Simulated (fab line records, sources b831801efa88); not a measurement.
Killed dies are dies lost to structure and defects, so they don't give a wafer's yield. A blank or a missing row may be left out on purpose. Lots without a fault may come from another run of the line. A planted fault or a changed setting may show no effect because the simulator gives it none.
Chamber matching | flow gf180mcu | GF_V5_CMP_04 on cmp-02: 4 sister chambers
The step polishes SiO2. 8 wafers are shown with their chamber, then 7 later ones without.

WAFERS WITH THEIR CHAMBER
wafer  | chamber | motor_current_A (A) | platen_rpm (rpm)
L868.2 | 2       | 11.0                | 60.01
L870.3 | 0       | 10.8                | 60.03
L870.6 | 3       | 12.5                | 59.94
L874.1 | 3       | 11.6                | 60.01
L874.2 | 1       | 12.0                | 59.94
L874.6 | 0       | 10.9                | 59.99
L883.1 | 1       | 12.1                | 59.99
L883.2 | 2       | 11.7                | 59.98

WAFERS WITHOUT THEIR CHAMBER
wafer  | motor_current_A (A) | platen_rpm (rpm)
L883.4 | 12.0                | 59.97
L885.1 | 10.6                | 60.02
L885.3 | 11.4                | 60.01
L885.6 | 11.7                | 59.97
L886.2 | 11.5                | 59.99
L886.5 | 12.5                | 60.06
L886.6 | 11.2                | 59.98

WHICH CHAMBER EACH WENT THROUGH
wafer  | from the rows above               | in truth
L883.4 | can't be placed: 1 or 3 or 2      | 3
L885.1 | can't be placed: 0 or 2           | 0
L885.3 | can't be placed: 2 or 0 or 3 or 1 | 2
L885.6 | can't be placed: 1 or 3 or 2 or 0 | 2
L886.2 | can't be placed: 2 or 3 or 1 or 0 | 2
L886.5 | can't be placed: 3 or 1 or 2 or 0 | 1
L886.6 | can't be placed: 2 or 0 or 3 or 1 | 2
Placed correctly: 0 of 7. Can't be placed from these rows: 7 (the true chamber is among the candidates in 7). Placed wrongly: 0.
How it was worked out, from the rows above alone: a wafer's distance from a chamber is the root of the sum, over the readings, of the square of ((its reading less the chamber's mean) divided by the reading's scatter). The wafer belongs to the nearest chamber; if the next one is less than 2 further off, it can't be placed. A chamber's mean is the mean of its shown wafers. The scatter: the root of (the sum of the squares of (reading less its chamber's mean) over the shown wafers, divided by (wafers less chambers)).
